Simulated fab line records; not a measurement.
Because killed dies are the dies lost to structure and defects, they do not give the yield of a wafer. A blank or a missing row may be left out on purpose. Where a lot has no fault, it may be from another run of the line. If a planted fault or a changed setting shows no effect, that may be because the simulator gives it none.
Chamber matching -- flow gf180mcu -- 4 sister chambers for GF_CONTACT_ETCH_16 on rie_diel-03
The step etches BARC in N2/H2. 8 wafers are shown with their chamber, then 9 later ones without.

## WAFERS PAIRED WITH THEIR CHAMBERS
wafer,chamber,drypump_motor_current_A (A),throttle_valve_pct (%)
L791.6,3,4.8,13.229
L793.2,0,6.5,13.231
L796.3,3,4.8,13.232
L805.1,2,5.4,13.229
L805.6,1,5.8,13.224
L804.3,0,6.4,13.220
L804.4,1,5.9,13.235
L804.5,2,5.4,13.241

## WAFERS WITHOUT THEIR CHAMBER
wafer,drypump_motor_current_A (A),throttle_valve_pct (%)
L807.2,5.9,13.230
L807.5,5.4,13.231
L807.6,5.8,13.245
L808.1,5.8,13.213
L808.3,5.3,13.221
L808.6,6.5,13.215
L811.1,4.8,13.233
L811.4,6.4,13.233
L811.6,5.4,13.216

## CHAMBER TAKEN BY EACH
wafer,from the rows above,in truth
L807.2,1,1
L807.5,2,2
L807.6,1,1
L808.1,1,1
L808.3,2,2
L808.6,0,0
L811.1,3,3
L811.4,0,0
L811.6,2,2
Correct placement for 9 of the 9. Left unplaced by these rows: 0. Wrongly placed: 0.
How it was worked out, from the rows above alone: a wafer's distance from a chamber is the root of the sum, over the readings, of the square of ((its reading less the chamber's mean) divided by the reading's scatter). The wafer belongs to the nearest chamber; if the next one is less than 2 further off, it can't be placed. A chamber's mean is the mean of its shown wafers. The scatter: take each reading less its chamber's mean, square it, sum over the shown wafers, divide by the number of wafers less the number of chambers, and take the root.
